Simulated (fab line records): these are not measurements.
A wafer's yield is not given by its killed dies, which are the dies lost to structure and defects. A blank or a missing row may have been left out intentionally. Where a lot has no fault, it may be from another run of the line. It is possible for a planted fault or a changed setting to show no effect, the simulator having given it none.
fab line records ; flow sky130
record: lots: 12; wafers: 35; last_day: 50
route steps=708 shown METAL1@453 VIA1@461 METAL2@499 METAL3@558
lots with no fault: from the same line, run without faults
start_h: hours from the record's opening day to when the first of the lot's shown wafers began ; wait_h: hours since the lot's step before ; " same as the row above ; L1.1+2: several wafers, shown together as one row ; - no value, or no start given ; * or withheld: withheld ; < > ~ a bound
route shown NAME@n: a module of which the file shows steps, and the number in the route of the first ; usual: average and standard deviation across the fault-free wafers ; same: alike in all rows ; chamber/n: place in a boat ; sites: per-site readings ; _std_site: how widely they spread, as a standard deviation ; _edge_site: outer sites' mean less inner sites' ; radius_mm: for every site, how far away it sits from the centre of the wafer ; mask NAME#n: copy n ; behind: the tool/chamber that last shaped the wafer ; hold: why the lot went on hold/how many hours it stayed there/how the hold came to an end ; device: whichever transistor did not switch (one of n, p or np) ; end of line: the tests these same wafers got at the end of their route ; a step without rows: its recipe alone ; killed: dies lost to structure and defects at the first sort, not the wafer's yield ; map: dies across one wafer; x = killed, . = not, _ = none there
set.NAME: the setting the step ran with; set.NAME@STEP: the setting that earlier step ran with ; model.NAME: the simulator's own value behind a step, which no gauge read
steps of the route over a sample of lots; a table a step, a row a wafer
services: a tool's chamber out of use, with start hour (start_h, from the record's first day; less than 0 if before it), hours out, and reason
== steps ==
step: SKY_METAL1_METAL_ETCH_19
recipe: target_depth_a: 3600; stop_on: SiO2; over_etch_frac: 0.3; time_s: 78; chemistry: Cl2/BCl3; resist_sidewall_deg: 88; pressure_mtorr: 10; icp_w: 900; bias_w: 48.5; Cl2_flow_sccm: 60; bcl3_flow_sccm: 30
usual: drypump_motor_current_A: 5.7/0.43; mfc_cl2_sccm: 60.03/0.2; oes_product_au: 0.855/0.0058; throttle_valve_pct: 22.265/0.0097
lot.wafer;tool;chamber;start_h;wait_h;drypump_motor_current_A;mfc_cl2_sccm;oes_product_au;rf_hours_counter_h;throttle_valve_pct
L405.4;rie_metal-01;1;770.40;0.1;4.9;59.98;0.870;-;22.259
L405.5;rie_metal-01;0;770.40;0.1;5.8;59.87;0.856;-;22.261
L405.6;rie_metal-01;1;770.40;0.1;4.9;59.87;0.860;-;22.265
L406.4;rie_metal-03;1;778.50;0.1;5.4;60.18;0.848;-;22.267
L406.5;rie_metal-03;0;778.50;0.1;5.9;60.32;0.853;-;22.261
L406.6;rie_metal-03;1;778.50;0.1;5.4;60.54;0.846;-;22.274
L407.3;rie_metal-02;1;788.26;0.1;6.1;59.73;0.853;-;22.285
L407.5;rie_metal-02;1;788.26;0.1;6.1;59.98;0.850;-;22.256
L407.6;rie_metal-02;0;788.26;0.1;6.0;60.10;0.862;-;22.257
L408.1;rie_metal-02;1;804.71;0.0;6.1;60.46;0.845;8;22.249
L408.2;rie_metal-02;0;804.71;0.0;6.0;60.05;0.857;14;22.268
L408.5;rie_metal-02;1;804.71;0.0;6.1;60.31;0.862;-;22.274
L409.3;rie_metal-01;1;831.00;0.1;5.0;59.89;0.858;-;22.285
L409.4;rie_metal-01;0;831.00;0.1;5.8;59.89;0.856;-;22.268
L409.5;rie_metal-01;0;831.00;0.1;5.8;59.69;0.847;-;22.255
L410.1;rie_metal-02;1;834.52;0.1;6.1;60.15;0.854;9;22.274
L410.5;rie_metal-02;1;834.52;0.1;6.1;60.08;0.848;-;22.249
L410.6;rie_metal-02;1;834.52;0.1;6.1;59.70;0.841;-;22.249
L413.1;rie_metal-02;1;845.25;0.1;6.1;59.73;0.855;10;22.281
L413.4;rie_metal-02;1;845.25;0.1;6.2;59.97;0.852;-;22.270
L413.6;rie_metal-02;1;845.25;0.1;6.1;59.86;0.850;-;22.261
L414.1;rie_metal-03;1;852.47;0.0;5.4;60.02;0.847;12;22.260
L414.2;rie_metal-03;0;852.47;0.0;5.9;59.77;0.859;3;22.263
L414.3;rie_metal-03;0;852.47;0.0;5.9;60.08;0.854;-;22.256
L415.2;rie_metal-01;0;861.13;0.0;5.8;60.11;0.847;7;22.263
L415.3;rie_metal-01;1;861.13;0.0;4.9;60.29;0.850;-;22.250
L415.5;rie_metal-01;1;861.13;0.0;5.0;59.88;0.854;-;22.266
L416.4;rie_metal-02;0;862.32;0.1;6.0;59.90;0.859;-;22.281
L416.5;rie_metal-02;0;862.32;0.1;6.0;60.10;0.847;-;22.275
L416.6;rie_metal-02;1;862.32;0.1;6.2;59.80;0.866;-;22.262
L420.3;rie_metal-01;1;894.41;0.1;4.9;60.25;0.855;-;22.258
L420.5;rie_metal-01;0;894.41;0.1;5.8;60.12;0.859;-;22.253
L426.1;rie_metal-03;1;929.43;0.0;5.4;60.19;0.848;16;22.274
L426.3;rie_metal-03;1;929.43;0.0;5.4;60.07;0.855;-;22.271
L426.6;rie_metal-03;1;929.43;0.0;5.4;60.02;0.862;-;22.268
step: SKY_VIA1_BOW_MEAS_03
recipe: mode: bow
usual: VIA1_BOW: 80/6.2
lot.wafer;tool;chamber;start_h;wait_h;VIA1_BOW[um]
L405.4;film_metro-01;-;771.65;0.2;74
L405.5;film_metro-01;-;771.65;0.2;79
L405.6;film_metro-01;-;771.65;0.2;81
L406.4;film_metro-02;-;779.79;0.3;73
L406.5;film_metro-02;-;779.79;0.3;82
L406.6;film_metro-02;-;779.79;0.3;86
L407.3;film_metro-04;-;789.92;0.1;74
L407.5;film_metro-04;-;789.92;0.1;73
L407.6;film_metro-04;-;789.92;0.1;77
L408.1;film_metro-01;-;806.38;0.1;85
L408.2;film_metro-01;-;806.38;0.1;67
L408.5;film_metro-01;-;806.38;0.1;74
L409.3;film_metro-02;-;832.18;0.2;71
L409.4;film_metro-02;-;832.18;0.2;81
L409.5;film_metro-02;-;832.18;0.2;76
L410.1;film_metro-01;-;835.77;0.2;79
L410.5;film_metro-01;-;835.77;0.2;97
L410.6;film_metro-01;-;835.77;0.2;83
L413.1;film_metro-02;-;846.54;0.1;69
L413.4;film_metro-02;-;846.54;0.1;83
L413.6;film_metro-02;-;846.54;0.1;99
L414.1;film_metro-02;-;853.64;0.1;79
L414.2;film_metro-02;-;853.64;0.1;83
L414.3;film_metro-02;-;853.64;0.1;86
L415.2;film_metro-04;-;862.45;0.2;76
L415.3;film_metro-04;-;862.45;0.2;67
L415.5;film_metro-04;-;862.45;0.2;92
L416.4;film_metro-02;-;863.71;0.3;89
L416.5;film_metro-02;-;863.71;0.3;77
L416.6;film_metro-02;-;863.71;0.3;79
L420.3;film_metro-01;-;896.14;0.2;91
L420.5;film_metro-01;-;896.14;0.2;73
L426.1;film_metro-02;-;930.59;0.1;82
L426.3;film_metro-02;-;930.59;0.1;90
L426.6;film_metro-02;-;930.59;0.1;75
step: SKY_METAL2_OVL_MEAS_16
usual: METAL2_OVL: 1/6.7
lot.wafer;tool;chamber;start_h;wait_h;METAL2_OVL[nm]
L405.4;overlay-01;-;826.83;0.1;2
L405.5;overlay-01;-;826.83;0.1;-14
L405.6;overlay-01;-;826.83;0.1;-1
L406.4;overlay-02;-;835.10;0.1;1
L406.5;overlay-02;-;835.10;0.1;2
L406.6;overlay-02;-;835.10;0.1;-3
L407.3;overlay-02;-;844.05;0.1;-4
L407.5;overlay-02;-;844.05;0.1;3
L407.6;overlay-02;-;844.05;0.1;-13
L408.1;overlay-01;-;860.49;0.1;0
L408.2;overlay-01;-;860.49;0.1;-1
L408.5;overlay-01;-;860.49;0.1;1
L409.3;overlay-02;-;884.22;0.1;-6
L409.4;overlay-02;-;884.22;0.1;-3
L409.5;overlay-02;-;884.22;0.1;4
L410.1;overlay-02;-;889.39;0.1;8
L410.5;overlay-02;-;889.39;0.1;-2
L410.6;overlay-02;-;889.39;0.1;3
L413.1;overlay-01;-;898.31;0.1;18
L413.4;overlay-01;-;898.31;0.1;2
L413.6;overlay-01;-;898.31;0.1;12
L414.1;overlay-02;-;907.13;0.1;15
L414.2;overlay-02;-;907.13;0.1;0
L414.3;overlay-02;-;907.13;0.1;5
L415.2;overlay-02;-;915.63;0.1;3
L415.3;overlay-02;-;915.63;0.1;-6
L415.5;overlay-02;-;915.63;0.1;-4
L416.4;overlay-01;-;916.76;0.1;-4
L416.5;overlay-01;-;916.76;0.1;-5
L416.6;overlay-01;-;916.76;0.1;-8
L420.3;overlay-01;-;947.41;0.1;4
L420.5;overlay-01;-;947.41;0.1;-2
L426.1;overlay-01;-;981.01;0.1;-2
L426.3;overlay-01;-;981.01;0.1;-2
L426.6;overlay-01;-;981.01;0.1;-1
step: SKY_METAL3_COAT_08
recipe: resist: KrF-thick; spin_rpm: 3000; resist_thk_nm: 1140
lot.wafer;tool;chamber;start_h;wait_h
L405.4+5+6;litho_track-03;0;895;-
L406.4+5+6;litho_track-04;0;901;-
L407.3+5+6;litho_track-03;0;912;-
L408.1+2+5;litho_track-03;0;927;-
L409.3+4+5;litho_track-03;0;950;-
L410.1+5+6;litho_track-03;0;954;-
L413.1+4+6;litho_track-04;0;964;-
L414.1+2+3;litho_track-03;0;971;-
L415.2+3+5;litho_track-01;0;980;-
L416.4+5+6;litho_track-03;0;980;-
L420.3+5;litho_track-03;0;1011;-
L426.1+3+6;litho_track-04;0;1041;-
step: SKY_METAL3_STRIP_19
recipe: chemistry: O2/N2; power_w: 1400; pressure_mtorr: 1500; platen_temp_c: withheld; o2_flow_sccm: 3000; n2_flow_sccm: 300; overash_fraction: 0.5
usual: drypump_motor_current_A: 5.7/0.34; oes_product_au: 0.502/0.0056; strip_time_to_endpoint_s: 6.52/0.085
lot.wafer;tool;chamber;start_h;wait_h;drypump_motor_current_A;oes_product_au;rf_hours_counter_h;strip_time_to_endpoint_s
L405.4;plasma_asher-04;0;909.05;0.1;5.8;0.503;-;6.53
L405.5;plasma_asher-04;0;909.05;0.1;5.8;0.498;-;6.54
L405.6;plasma_asher-04;1;909.05;0.1;6.2;0.494;-;6.36
L406.4;plasma_asher-02;1;915.65;0.1;5.1;0.495;-;6.34
L406.5;plasma_asher-02;0;915.65;0.1;5.9;0.490;-;6.37
L406.6;plasma_asher-02;1;915.65;0.1;5.1;0.505;-;6.49
L407.3;plasma_asher-03;0;924.60;0.1;5.7;0.504;-;6.49
L407.5;plasma_asher-03;1;924.60;0.1;5.5;0.504;-;6.45
L407.6;plasma_asher-03;0;924.60;0.1;5.7;0.505;-;6.52
L408.1;plasma_asher-03;0;940.60;0.1;5.7;0.496;21;6.41
L408.2;plasma_asher-03;1;940.60;0.1;5.5;0.509;21;6.54
L408.5;plasma_asher-03;1;940.60;0.1;5.5;0.507;-;6.56
L409.3;plasma_asher-04;0;963.82;0.1;5.8;0.490;-;6.47
L409.4;plasma_asher-04;1;963.82;0.1;6.2;0.510;-;6.64
L409.5;plasma_asher-04;0;963.82;0.1;5.8;0.503;-;6.50
L410.1;plasma_asher-04;0;967.52;0.1;5.8;0.501;83;6.41
L410.5;plasma_asher-04;1;967.52;0.1;6.2;0.497;-;6.45
L410.6;plasma_asher-04;0;967.52;0.1;5.8;0.497;-;6.37
L413.1;plasma_asher-03;0;976.74;0.1;5.7;0.501;25;6.43
L413.4;plasma_asher-03;0;976.74;0.1;5.7;0.499;-;6.41
L413.6;plasma_asher-03;0;976.74;0.1;5.7;0.489;-;6.43
L414.1;plasma_asher-03;0;984.59;0.1;5.7;0.500;25;6.65
L414.2;plasma_asher-03;1;984.59;0.1;5.5;0.494;25;6.47
L414.3;plasma_asher-03;0;984.59;0.1;5.8;0.503;-;6.55
L415.2;plasma_asher-04;1;993.17;0.1;6.2;0.513;85;6.60
L415.3;plasma_asher-04;0;993.17;0.1;5.8;0.500;-;6.62
L415.5;plasma_asher-04;0;993.17;0.1;5.8;0.504;-;6.54
L416.4;plasma_asher-02;1;993.60;0.1;5.1;0.501;-;6.52
L416.5;plasma_asher-02;1;993.60;0.1;5.1;0.505;-;6.53
L416.6;plasma_asher-02;0;993.60;0.1;5.9;0.501;-;6.51
L420.3;plasma_asher-02;1;1022.82;0.1;5.1;0.507;-;6.70
L420.5;plasma_asher-02;1;1022.82;0.1;5.1;0.537;-;7.61
L426.1;plasma_asher-02;1;1053.74;0.1;5.1;0.507;62;6.53
L426.3;plasma_asher-02;0;1053.74;0.1;5.8;0.495;-;6.53
L426.6;plasma_asher-02;1;1053.74;0.1;5.1;0.500;-;6.51
== services ==
tool;chamber;start_h;hours;kind
plasma_asher-04;-;770.17;4.3;pm
plasma_asher-04;-;774.50;14.6;pm
rie_metal-02;1;809.90;18.4;repair
rie_metal-02;0;828.52;-;clean
rie_metal-02;0;828.52;28.3;scheduled_down
rie_metal-02;0;828.52;28.3;vent_cycle
rie_metal-03;-;855.99;0.7;repair
rie_metal-02;1;889.01;14.1;repair
plasma_asher-02;-;897.58;1.9;repair
plasma_asher-03;-;990.13;15.6;pm
rie_metal-02;0;1041.33;1.7;repair
litho_track-03;-;1052.61;-;consumable_replace:filter
== key ==
first_sign: step: SKY_METAL3_STRIP_19; reading: strip_time_to_endpoint_s; direction: up; sigmas: 13; usual: *; struck: *
effect: step: SKY_METAL3_STRIP_19; reading: oes_product_au; direction: up; sigmas: 6.3; usual: 0.502; struck: 0.537
met_at SKY_METAL3_COAT_08
struck_lots L420
struck_wafers L420.5
not_acting_at SKY_METAL1_METAL_ETCH_19,SKY_VIA1_BOW_MEAS_03,SKY_METAL2_OVL_MEAS_16
onset_between 980 1011
fault: kind: process_parameter_drift; tool: litho_track-03; chamber: -; onset_h: 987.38; steps: SKY_METAL3_COAT_08; channel: resist_thk_nm; offset: 109.11; shape: step; end_h: 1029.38; scope: struck_wafers_only; acts_in: these_recipes_only; stated: 1140
